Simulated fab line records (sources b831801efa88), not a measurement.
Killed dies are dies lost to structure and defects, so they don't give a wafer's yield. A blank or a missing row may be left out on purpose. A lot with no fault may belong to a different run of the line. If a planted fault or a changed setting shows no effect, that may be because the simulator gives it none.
fab line records	flow sky130
record lots=24	wafers=72	lastDay=50
route steps=708 shown LOCAL_INTERCONNECT@388 METAL1@439 VIA1@460 METAL2@500 PASSIVATION@681
lots untouched by any fault: they come from a run of this same line in which no faults occurred
startH: start of the lot's first displayed wafer, in hours after the record's first day	waitH: hours from the lot's prior step to this one	" unchanged from the row above	L1.1+2: a row that stands for several wafers	- no value present, or no start provided	* or withheld: withheld	< > ~ a bound
route shown NAME@n: names a module that has steps shown in the file, with the first one's number in the route	usual: mean and standard deviation over wafers with no fault	same: alike in all rows	chamber/n: place in a boat	sites: readings site by site	_std_site: the standard deviation of these	_edge_site: the outer-site mean with the inner-site mean subtracted	radiusMm: for every site, how far away it sits from the centre of the wafer	mask NAME#n: copy n	behind: the last tool/chamber to shape the wafer	hold: cause of the lot's hold/its duration in hours/its outcome	device: the n, p or np transistor that did not switch	end of line: the same wafers' tests at the end of the route	for a step that has no rows: nothing shown but its recipe	killed: dies that structure and defects cost at the first sort, which is not the same as the wafer's yield	map: the dies of a wafer, with x for killed, . for not killed, _ for no die there
set.NAME: the setting the step ran with; set.NAME@STEP: the setting that earlier step ran with	model.NAME: the simulator's own value behind a step, which no gauge read
steps of the route over a sample of lots; a table a step, a row a wafer
services: from which hour (startH, from the record's first day; less than 0 if before it) a tool's chamber was out of use, for how many hours, and why
## steps
# step SKY_LOCAL_INTERCONNECT_RS_MEAS_01
# recipe thkMeasGauge=four-point-probe	reads=TiN_of_LOCAL_INTERCONNECT_SPUTTER_00
# usual LOCAL_INTERCONNECT_TIN_RS=14.07/0.18
lot.wafer	tool	chamber	startH	waitH	LOCAL_INTERCONNECT_TIN_RS[ohm/sq]
L074.1	filmMetro-01	-	673.78	0.0	14.39
L074.3	"	-	"	"	14.00
L074.4	"	-	"	"	14.21
L075.4	filmMetro-03	-	678.49	0.1	13.82
L075.5	"	-	"	"	13.68
L075.6	"	-	"	"	13.82
L076.3	filmMetro-01	-	695.88	0.1	14.12
L076.5	"	-	"	"	14.08
L076.6	"	-	"	"	14.10
L077.1	filmMetro-01	-	699.30	0.0	14.13
L077.5	"	-	"	"	13.91
L077.6	"	-	"	"	14.14
L078.2	filmMetro-04	-	721.96	0.1	14.21
L078.3	"	-	"	"	14.13
L078.5	"	-	"	"	14.10
L079.1	filmMetro-01	-	724.73	0.0	13.62
L079.2	"	-	"	"	13.76
L079.6	"	-	"	"	13.62
L080.1	filmMetro-01	-	728.22	0.0	13.92
L080.3	"	-	"	"	14.02
L080.4	"	-	"	"	14.05
L081.1	filmMetro-01	-	734.45	0.0	14.54
L081.3	"	-	"	"	14.12
L081.4	"	-	"	"	14.31
L082.3	filmMetro-03	-	749.57	0.1	13.89
L082.5	"	-	"	"	13.95
L082.6	"	-	"	"	13.92
L083.2	filmMetro-04	-	760.29	0.1	14.12
L083.3	"	-	"	"	14.05
L083.4	"	-	"	"	14.06
L085.2	filmMetro-03	-	768.47	0.1	13.98
L085.3	"	-	"	"	14.25
L085.4	"	-	"	"	14.01
L084.2	filmMetro-04	-	770.24	0.1	13.91
L084.4	"	-	"	"	14.04
L084.5	"	-	"	"	13.84
L086.2	filmMetro-04	-	771.17	0.1	14.28
L086.4	"	-	"	"	14.17
L086.5	"	-	"	"	14.19
L087.1	filmMetro-03	-	786.25	0.0	13.98
L087.3	"	-	"	"	14.50
L087.5	"	-	"	"	14.12
L088.3	filmMetro-01	-	793.96	0.1	14.23
L088.4	"	-	"	"	13.97
L088.5	"	-	"	"	14.24
L089.1	filmMetro-04	-	803.78	0.0	14.34
L089.2	"	-	"	"	14.08
L089.4	"	-	"	"	14.31
L090.2	filmMetro-04	-	809.37	0.1	13.87
L090.3	"	-	"	"	14.16
L090.6	"	-	"	"	14.22
L091.1	filmMetro-03	-	815.36	0.0	14.15
L091.4	"	-	"	"	14.49
L091.5	"	-	"	"	14.05
L092.3	filmMetro-01	-	821.96	0.1	13.96
L092.4	"	-	"	"	13.82
L092.5	"	-	"	"	13.86
L093.1	filmMetro-01	-	824.88	0.0	14.28
L093.2	"	-	"	"	14.12
L093.5	"	-	"	"	13.96
L094.1	filmMetro-03	-	827.01	0.0	14.11
L094.5	"	-	"	"	14.07
L094.6	"	-	"	"	14.18
L095.1	filmMetro-04	-	834.06	0.0	14.05
L095.3	"	-	"	"	13.76
L095.4	"	-	"	"	13.97
L096.1	filmMetro-04	-	845.78	0.0	13.96
L096.2	"	-	"	"	14.18
L096.5	"	-	"	"	13.97
L097.2	filmMetro-03	-	862.72	0.1	14.04
L097.4	"	-	"	"	14.13
L097.6	"	-	"	"	14.05
# step SKY_METAL1_RS_MEAS_05
# recipe thkMeasGauge=four-point-probe	reads=TiN_of_METAL1_SPUTTER_04+Ti_of_METAL1_SPUTTER_03+AlCu_of_METAL1_SPUTTER_02+TiN_of_METAL1_SPUTTER_01+Ti_of_METAL1_SPUTTER_00
# usual METAL1_ALCU_RS=0.1268/0.0015
lot.wafer	tool	chamber	startH	waitH	METAL1_ALCU_RS[ohm/sq]
L074.1	filmMetro-01	-	732.26	0.0	0.1251
L074.3	"	-	"	"	0.1253
L074.4	"	-	"	"	0.1251
L075.4	filmMetro-03	-	736.78	0.1	0.1280
L075.5	"	-	"	"	0.1260
L075.6	"	-	"	"	0.1281
L076.3	filmMetro-01	-	755.24	0.1	0.1254
L076.5	"	-	"	"	0.1256
L076.6	"	-	"	"	0.1246
L077.1	filmMetro-01	-	757.61	0.0	0.1282
L077.5	"	-	"	"	0.1287
L077.6	"	-	"	"	0.1285
L078.2	filmMetro-03	-	779.08	0.0	0.1265
L078.3	"	-	"	"	0.1265
L078.5	"	-	"	"	0.1278
L079.1	filmMetro-02	-	782.06	0.0	0.1259
L079.2	"	-	"	"	0.1266
L079.6	"	-	"	"	0.1256
L080.1	filmMetro-01	-	785.56	0.0	0.1263
L080.3	"	-	"	"	0.1269
L080.4	"	-	"	"	0.1260
L081.1	filmMetro-02	-	791.87	0.0	0.1273
L081.3	"	-	"	"	0.1284
L081.4	"	-	"	"	0.1277
L082.3	filmMetro-02	-	805.79	0.1	0.1253
L082.5	"	-	"	"	0.1246
L082.6	"	-	"	"	0.1261
L083.2	filmMetro-02	-	817.75	0.0	0.1263
L083.3	"	-	"	"	0.1255
L083.4	"	-	"	"	0.1262
L085.2	filmMetro-02	-	825.58	0.0	0.1266
L085.3	"	-	"	"	0.1262
L085.4	"	-	"	"	0.1275
L084.2	filmMetro-02	-	826.18	0.0	0.1271
L084.4	"	-	"	"	0.1289
L084.5	"	-	"	"	0.1272
L086.2	filmMetro-03	-	826.48	0.0	0.1286
L086.4	"	-	"	"	0.1275
L086.5	"	-	"	"	0.1261
L087.1	filmMetro-03	-	843.30	0.0	0.1265
L087.3	"	-	"	"	0.1281
L087.5	"	-	"	"	0.1258
L088.3	filmMetro-01	-	851.09	0.1	0.1260
L088.4	"	-	"	"	0.1266
L088.5	"	-	"	"	0.1270
L089.1	filmMetro-02	-	858.76	0.0	0.1247
L089.2	"	-	"	"	0.1265
L089.4	"	-	"	"	0.1256
L090.2	filmMetro-01	-	864.53	0.0	0.1268
L090.3	"	-	"	"	0.1293
L090.6	"	-	"	"	0.1282
L091.1	filmMetro-02	-	871.61	0.0	0.1279
L091.4	"	-	"	"	0.1271
L091.5	"	-	"	"	0.1284
L092.3	filmMetro-02	-	877.17	0.1	0.1245
L092.4	"	-	"	"	0.1267
L092.5	"	-	"	"	0.1247
L093.1	filmMetro-03	-	880.47	0.0	0.1266
L093.2	"	-	"	"	0.1274
L093.5	"	-	"	"	0.1270
L094.1	filmMetro-01	-	882.86	0.0	0.1273
L094.5	"	-	"	"	0.1267
L094.6	"	-	"	"	0.1265
L095.1	filmMetro-01	-	889.51	0.0	0.1314
L095.3	"	-	"	"	0.1304
L095.4	"	-	"	"	0.1288
L096.1	filmMetro-01	-	902.07	0.0	0.1258
L096.2	"	-	"	"	0.1251
L096.5	"	-	"	"	0.1261
L097.2	filmMetro-03	-	917.28	0.0	0.1271
L097.4	"	-	"	"	0.1289
L097.6	"	-	"	"	0.1285
# step SKY_VIA1_CMP_02
# recipe material=SiO2	downForcePsi=4	platenRpm=60	padVelocityMS=0.94248
# usual motorCurrentA=12.6/1.6	slurryFlowMlMin=150.0/0.46
lot.wafer	tool	chamber	startH	waitH	motorCurrentA	slurryFlowMlMin
L074.4	cmp-02	3	761.21	0.1	12.5	150.5
L074.1	"	0	"	"	15.2	150.6
L074.3	"	1	"	"	13.0	150.0
L075.4	cmp-02	3	764.58	0.1	12.2	150.4
L075.6	"	1	"	"	13.1	149.7
L075.5	"	2	"	"	10.7	150.0
L076.3	cmp-02	0	783.50	0.1	14.7	149.5
L076.6	"	2	"	"	10.6	149.7
L076.5	"	3	"	"	11.3	150.2
L077.1	cmp-02	0	784.98	0.2	14.1	150.4
L077.5	"	1	"	"	12.8	149.8
L077.6	"	2	"	"	10.5	149.8
L078.2	cmp-01	2	807.18	0.1	12.8	150.6
L078.3	"	3	"	"	10.9	150.0
L078.5	"	1	"	"	12.0	150.0
L079.1	cmp-01	1	810.12	0.1	11.4	149.8
L079.2	"	2	"	"	12.2	150.1
L079.6	"	0	"	"	14.9	149.7
L080.3	cmp-02	3	813.88	0.0	12.4	150.5
L080.1	"	1	"	"	12.5	149.0
L080.4	"	2	"	"	10.7	148.9
L081.3	cmp-02	2	819.60	0.0	10.2	150.5
L081.1	"	3	"	"	12.5	150.1
L081.4	"	1	"	"	12.6	149.6
L082.3	cmp-01	1	832.85	0.0	12.4	150.1
L082.5	"	1	"	"	12.1	150.8
L082.6	"	2	"	"	12.4	149.7
L083.3	cmp-01	3	845.09	0.0	11.7	150.0
L083.2	"	0	"	"	15.9	150.3
L083.4	"	2	"	"	12.1	150.6
L085.4	cmp-01	0	852.23	0.1	15.5	149.6
L085.3	"	2	"	"	12.5	149.7
L085.2	"	3	"	"	11.6	149.9
L084.4	cmp-01	1	853.51	0.1	12.4	149.5
L084.2	"	3	"	"	10.4	150.2
L084.5	"	0	"	"	14.2	149.6
L086.4	cmp-01	2	854.32	0.1	13.0	150.7
L086.2	"	3	"	"	10.9	149.4
L086.5	"	1	"	"	12.6	150.5
L087.1	cmp-01	3	870.97	0.1	10.9	149.8
L087.3	"	0	"	"	15.6	149.9
L087.5	"	2	"	"	12.5	149.5
L088.3	cmp-01	2	878.58	0.1	12.8	150.0
L088.4	"	3	"	"	11.5	149.2
L088.5	"	2	"	"	12.9	149.1
L089.2	cmp-01	1	885.59	0.0	12.4	150.4
L089.4	"	2	"	"	12.5	150.1
L089.1	"	0	"	"	15.3	149.6
L090.2	cmp-01	0	892.06	0.0	16.8	150.3
L090.3	"	3	"	"	11.2	150.1
L090.6	"	0	"	"	15.7	150.2
L091.1	cmp-02	0	898.89	0.1	14.9	149.6
L091.4	"	3	"	"	11.9	149.6
L091.5	"	0	"	"	15.7	149.6
L092.3	cmp-02	3	904.19	0.1	11.6	150.5
L092.4	"	0	"	"	15.1	150.5
L092.5	"	2	"	"	10.5	150.7
L093.2	cmp-02	2	907.09	0.0	10.8	150.3
L093.1	"	3	"	"	11.5	150.3
L093.5	"	3	"	"	11.5	150.0
L094.1	cmp-02	0	909.97	0.2	15.1	150.0
L094.6	"	1	"	"	12.3	150.3
L094.5	"	2	"	"	11.0	149.7
L095.4	cmp-01	1	915.72	0.0	12.6	149.3
L095.3	"	3	"	"	11.0	149.4
L095.1	"	0	"	"	15.0	149.8
L096.2	cmp-01	0	928.00	0.3	14.8	150.1
L096.1	"	1	"	"	12.0	150.1
L096.5	"	3	"	"	10.7	150.1
L097.2	cmp-02	0	942.27	0.0	14.7	149.4
L097.4	"	2	"	"	10.6	150.6
L097.6	"	0	"	"	15.8	149.5
# step SKY_VIA1_CD_MEAS_12
# recipe targetCdNm=150
# usual cdNm=149.7/1.6
lot.wafer	tool	chamber	startH	waitH	cdNm
L074.1	cdSem-02	-	788.59	-	149.0
L074.3	"	-	"	"	148.3
L074.4	"	-	"	"	147.5
L075.4	cdSem-01	-	790.22	-	149.6
L075.5	"	-	"	"	149.6
L075.6	"	-	"	"	148.4
L076.3	cdSem-02	-	811.13	-	147.1
L076.5	"	-	"	"	150.0
L076.6	"	-	"	"	147.7
L077.1	cdSem-01	-	812.46	-	150.0
L077.5	"	-	"	"	150.9
L077.6	"	-	"	"	149.4
L078.2	cdSem-02	-	834.66	-	153.6
L078.3	"	-	"	"	150.4
L078.5	"	-	"	"	150.4
L079.1	cdSem-01	-	836.51	-	148.3
L079.2	"	-	"	"	147.8
L079.6	"	-	"	"	147.8
L080.1	cdSem-01	-	840.59	-	149.9
L080.3	"	-	"	"	148.9
L080.4	"	-	"	"	150.2
L081.1	cdSem-02	-	845.99	-	153.3
L081.3	"	-	"	"	152.4
L081.4	"	-	"	"	152.6
L082.3	cdSem-01	-	859.03	-	150.4
L082.5	"	-	"	"	152.2
L082.6	"	-	"	"	151.1
L083.2	cdSem-02	-	871.86	-	150.3
L083.3	"	-	"	"	151.2
L083.4	"	-	"	"	151.3
L085.2	cdSem-02	-	879.12	-	150.4
L085.3	"	-	"	"	148.4
L085.4	"	-	"	"	151.3
L084.2	cdSem-01	-	879.82	-	149.6
L084.4	"	-	"	"	148.2
L084.5	"	-	"	"	150.5
L086.2	cdSem-01	-	880.82	-	148.8
L086.4	"	-	"	"	149.4
L086.5	"	-	"	"	149.6
L087.1	cdSem-02	-	897.50	-	150.5
L087.3	"	-	"	"	148.9
L087.5	"	-	"	"	150.8
L088.3	cdSem-01	-	904.45	-	149.2
L088.4	"	-	"	"	149.4
L088.5	"	-	"	"	149.7
L089.1	cdSem-02	-	910.86	-	148.4
L089.2	"	-	"	"	148.4
L089.4	"	-	"	"	150.8
L090.2	cdSem-02	-	917.17	-	148.3
L090.3	"	-	"	"	148.0
L090.6	"	-	"	"	148.5
L091.1	cdSem-01	-	924.11	-	149.5
L091.4	"	-	"	"	148.6
L091.5	"	-	"	"	148.9
L092.3	cdSem-02	-	928.84	-	149.2
L092.4	"	-	"	"	150.8
L092.5	"	-	"	"	150.4
L093.1	cdSem-01	-	931.85	-	150.5
L093.2	"	-	"	"	151.1
L093.5	"	-	"	"	150.1
L094.1	cdSem-01	-	935.29	-	146.9
L094.5	"	-	"	"	148.7
L094.6	"	-	"	"	145.5
L095.1	cdSem-01	-	940.45	-	151.4
L095.3	"	-	"	"	149.5
L095.4	"	-	"	"	153.3
L096.1	cdSem-01	-	953.05	-	151.9
L096.2	"	-	"	"	152.5
L096.5	"	-	"	"	153.6
L097.2	cdSem-02	-	967.41	-	150.6
L097.4	"	-	"	"	149.9
L097.6	"	-	"	"	149.0
# step SKY_METAL2_DESCUM_17
# recipe chemistry=O2	sourcePowerW=150	biasPowerW=0	pressureMtorr=10	tempC=40	timeS=8
# usual drypumpMotorCurrentA=6.2/0.37	oesProductAu=0.996/0.0079
lot.wafer	tool	chamber	startH	waitH	drypumpMotorCurrentA	oesProductAu	rfHoursCounterH
L074.1	rieMetal-04	1	816.95	0.0	6.0	0.995	2
L074.3	"	1	"	"	6.0	0.999	-
L074.4	"	0	"	"	6.6	0.999	-
L075.4	rieMetal-02	1	818.95	0.0	6.6	0.996	-
L075.5	"	1	"	"	6.6	0.989	-
L075.6	"	1	"	"	6.6	0.996	-
L076.3	rieMetal-04	1	838.58	0.0	6.0	1.000	-
L076.5	"	1	"	"	6.0	0.992	-
L076.6	"	0	"	"	6.6	1.008	-
L077.1	rieMetal-04	0	840.97	0.0	6.6	0.996	9
L077.5	"	1	"	"	6.0	0.997	-
L077.6	"	0	"	"	6.6	0.997	-
L078.2	rieMetal-04	0	862.39	0.0	6.6	1.012	10
L078.3	"	1	"	"	6.0	0.989	-
L078.5	"	1	"	"	6.0	1.002	-
L079.1	rieMetal-01	1	864.51	0.0	6.0	0.995	0
L079.2	"	0	"	"	6.1	0.983	3
L079.6	"	0	"	"	6.1	0.985	-
L080.1	rieMetal-01	1	869.06	0.0	6.0	0.987	0
L080.3	"	0	"	"	6.1	0.986	-
L080.4	"	1	"	"	6.0	0.987	-
L081.1	rieMetal-01	0	874.32	0.0	6.1	0.984	4
L081.3	"	1	"	"	6.0	0.991	-
L081.4	"	0	"	"	6.1	0.996	-
L082.3	rieMetal-01	0	886.40	0.0	6.1	0.988	-
L082.5	"	0	"	"	6.0	0.987	-
L082.6	"	1	"	"	5.9	1.003	-
L083.2	rieMetal-04	1	899.56	0.0	6.0	0.995	4
L083.3	"	1	"	"	6.0	1.001	-
L083.4	"	0	"	"	6.6	1.008	-
L085.2	rieMetal-01	1	906.61	0.0	6.0	1.006	3
L085.3	"	0	"	"	6.1	0.988	-
L085.4	"	1	"	"	6.0	0.999	-
L084.2	rieMetal-02	0	906.84	0.0	5.0	1.002	3
L084.4	"	0	"	"	5.0	1.003	-
L084.5	"	0	"	"	5.0	0.988	-
L086.2	rieMetal-04	1	908.21	0.0	6.0	0.992	5
L086.4	"	1	"	"	6.0	1.004	-
L086.5	"	1	"	"	6.0	0.999	-
L087.1	rieMetal-01	1	924.14	0.0	6.0	1.002	3
L087.3	"	0	"	"	6.1	1.000	-
L087.5	"	1	"	"	6.0	1.011	-
L088.3	rieMetal-04	0	931.00	0.0	6.6	1.011	-
L088.4	"	1	"	"	6.0	1.001	-
L088.5	"	0	"	"	6.6	1.006	-
L089.1	rieMetal-04	0	936.82	0.0	6.6	1.004	14
L089.2	"	1	"	"	6.0	0.998	6
L089.4	"	1	"	"	6.0	0.999	-
L090.2	rieMetal-04	0	943.74	0.0	6.6	0.994	14
L090.3	"	0	"	"	6.6	1.001	-
L090.6	"	0	"	"	6.6	1.008	-
L091.1	rieMetal-01	1	951.11	0.0	6.0	0.992	4
L091.4	"	0	"	"	6.1	0.988	-
L091.5	"	0	"	"	6.1	0.995	-
L092.3	rieMetal-04	1	955.30	0.0	6.0	0.998	-
L092.4	"	0	"	"	6.6	0.993	-
L092.5	"	1	"	"	6.0	0.999	-
L093.1	rieMetal-04	1	957.96	0.0	6.0	0.994	7
L093.2	"	0	"	"	6.6	1.000	15
L093.5	"	0	"	"	6.6	0.999	-
L094.1	rieMetal-01	0	961.96	0.0	6.1	0.993	8
L094.5	"	0	"	"	6.1	1.001	-
L094.6	"	1	"	"	6.0	0.984	-
L095.1	rieMetal-04	1	965.96	0.0	6.0	0.990	8
L095.3	"	1	"	"	6.0	0.993	-
L095.4	"	0	"	"	6.6	1.003	-
L096.1	rieMetal-01	1	978.97	0.0	6.0	1.000	6
L096.2	"	0	"	"	6.1	0.983	8
L096.5	"	0	"	"	6.1	0.986	-
L097.2	rieMetal-02	1	992.59	0.0	6.6	0.980	12
L097.4	"	0	"	"	5.0	0.993	-
L097.6	"	0	"	"	5.0	1.000	-
# step SKY_PASSIVATION_CVD_00
# recipe material=SiO2	targetThkNm=90	tempC=400	timeS=withheld	rfW=600
# usual heaterPowerW=653/79
lot.wafer	tool	chamber	startH	waitH	heaterPowerW
L074.1	pecvd-04	2	1027.12	0.0	598
L074.3	"	0	"	"	647
L074.4	"	0	"	"	619
L075.4	pecvd-02	1	1027.87	0.0	678
L075.5	"	2	"	"	696
L075.6	"	0	"	"	744
L076.3	pecvd-02	2	1043.67	0.0	756
L076.5	"	2	"	"	750
L076.6	"	0	"	"	710
L077.1	pecvd-01	2	1046.10	0.0	675
L077.5	"	1	"	"	495
L077.6	"	0	"	"	741
L078.2	pecvd-01	1	1063.78	0.0	548
L078.3	"	0	"	"	658
L078.5	"	1	"	"	540
L079.1	pecvd-04	1	1065.17	0.0	637
L079.2	"	2	"	"	560
L079.6	"	2	"	"	560
L080.1	pecvd-04	0	1070.07	0.0	576
L080.3	"	2	"	"	600
L080.4	"	1	"	"	590
L081.1	pecvd-01	0	1073.93	0.0	746
L081.3	"	2	"	"	664
L081.4	"	2	"	"	667
L082.3	pecvd-02	1	1082.34	0.0	718
L082.5	"	1	"	"	707
L082.6	"	2	"	"	786
L083.2	pecvd-01	0	1095.75	0.0	704
L083.3	"	1	"	"	533
L083.4	"	0	"	"	720
L085.2	pecvd-02	2	1100.47	0.0	792
L085.3	"	0	"	"	748
L085.4	"	2	"	"	785
L084.2	pecvd-04	2	1102.11	0.0	586
L084.4	"	1	"	"	618
L084.5	"	2	"	"	600
L086.2	pecvd-01	1	1102.26	0.0	516
L086.4	"	1	"	"	515
L086.5	"	0	"	"	644
L087.1	pecvd-04	2	1113.92	0.0	540
L087.3	"	1	"	"	595
L087.5	"	0	"	"	663
L088.3	pecvd-04	0	1120.26	0.0	667
L088.4	"	0	"	"	653
L088.5	"	2	"	"	505
L089.1	pecvd-02	1	1125.89	0.0	585
L089.2	"	2	"	"	785
L089.4	"	0	"	"	758
L090.2	pecvd-04	2	1131.39	0.0	572
L090.3	"	0	"	"	656
L090.6	"	2	"	"	583
L091.1	pecvd-01	1	1134.78	0.0	554
L091.4	"	1	"	"	558
L091.5	"	2	"	"	634
L092.3	pecvd-02	0	1140.29	0.0	709
L092.4	"	1	"	"	613
L092.5	"	2	"	"	784
L093.1	pecvd-02	0	1143.26	0.0	730
L093.2	"	2	"	"	760
L093.5	"	2	"	"	758
L094.1	pecvd-01	1	1144.87	0.0	444
L094.5	"	1	"	"	472
L094.6	"	0	"	"	606
L095.1	pecvd-01	2	1148.02	0.0	682
L095.3	"	0	"	"	644
L095.4	"	1	"	"	535
L096.1	pecvd-04	2	1157.27	0.0	498
L096.2	"	1	"	"	620
L096.5	"	2	"	"	509
L097.2	pecvd-04	1	1167.76	0.0	645
L097.4	"	2	"	"	633
L097.6	"	1	"	"	659
## services
tool	chamber	startH	hours	kind
rieMetal-01	1	737.83	6.8	repair
cmp-02	-	738.70	1.0	repair
cmp-01	-	762.74	4.0	pm
rieMetal-04	1	777.11	13.6	repair
cmp-02	-	791.90	0.3	repair
cmp-01	-	814.60	5.6	pm
cmp-01	-	820.24	10.1	pm
cmp-02	-	853.30	2.8	repair
rieMetal-04	-	886.05	0.5	repair
cmp-01	-	889.77	0.7	repair
cmp-02	-	913.61	4.0	pm
cmp-02	-	918.68	20.2	repair
cmp-02	-	928.05	4.3	repair
cmp-02	-	952.83	0.2	repair
cmp-02	-	975.12	0.9	repair
rieMetal-04	-	982.14	1.2	repair
cmp-02	-	994.59	3.7	pm
cmp-02	-	1028.52	1.4	repair
cmp-01	-	1041.41	3.4	repair
cmp-01	-	1043.22	1.2	repair
cmp-01	-	1044.86	3.5	pm
cmp-01	-	1060.70	0.6	repair
cmp-01	-	1060.89	2.9	repair
cmp-01	-	1102.94	4.0	pm
## key
fault none
